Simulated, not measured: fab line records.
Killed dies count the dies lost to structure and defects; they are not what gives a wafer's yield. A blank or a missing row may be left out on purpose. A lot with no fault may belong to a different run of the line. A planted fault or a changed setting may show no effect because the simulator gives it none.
Which tool is to blame? ; flow gf180mcu ; 36 wafers from 12 lots sampled at 2 of the route's 602 steps

== WHAT EACH GAUGE READ, for each wafer ==
GF_VT_IMPLANT_OVL_MEAS_18.
lot;measured;on;VT_IMPLANT_01_OVL (nm)
L075;day 6 18:50;overlay-01;-0.4 -1.8 -0.4
L077;day 7 07:23;overlay-01;0.3 0.2 0.7
L079;day 8 02:29;overlay-02;-0.2 0.1 1.2
L081;day 8 04:59;overlay-01;0.2 -0.3 1.2
L083;day 8 14:20;overlay-01;-1.1 -2.1 -1.2
L085;day 9 09:11;overlay-01;0.6 0.6 -1.2
L087;day 9 17:14;overlay-01;-0.6 -1.5 -0.9
L089;day 10 08:47;overlay-01;-1.5 -0.8 -1.8
L091;day 10 19:20;overlay-01;-1.2 -0.4 0.7
L093;day 11 07:26;overlay-02;0.1 -1.7 -1.6
L095;day 11 22:29;overlay-01;-0.3 0.2 -0.9
L097;day 12 09:53;overlay-01;1.8 0.0 0.2

== EACH LOT AND THE TOOL THAT RAN IT (in order: tool; ch and the chambers of the sampled wafers; start) ==
lot;GF_DNWELL_STRIP_08
L075;plasma asher-03 ch 0,1, day 3 06:56
L077;plasma asher-01 ch 0,1, day 3 16:32
L079;plasma asher-04 ch 0,1, day 4 07:26
L081;plasma asher-01 ch 0,1, day 4 11:37
L083;plasma asher-03 ch 1, day 4 18:29
L085;plasma asher-03 ch 0,1, day 5 10:53
L087;plasma asher-04 ch 0,1, day 5 15:20
L089;plasma asher-01 ch 0,1, day 6 03:05
L091;plasma asher-01 ch 0, day 6 11:35
L093;plasma asher-04 ch 0,1, day 7 00:47
L095;plasma asher-01 ch 0,1, day 7 10:08
L097;plasma asher-01 ch 0,1, day 7 21:11
- GF_DNWELL_STRIP_08: strips in O2/N2.

== THE ANSWER, worked out from the rows above alone ==
Rule: what is usual is taken from the lots themselves. Put in order of their means at a reading, lots are off if they are a third of the lots or fewer, leave a main group of 4 or more, and stand apart from it by a gap of 3 or more times the standard deviation of the main group's means; of several such gaps the widest counts. Not used: any main group whose means are identical at the precision the tables above print for the reading. A lot without any number at a reading at which 4 lots or more have one is off too. The other lots that the step has rows for count as sound.
No lot is off at any reading shown: from this, nothing can be told.

== WHAT THE SIMULATOR HAD PUT IN ==
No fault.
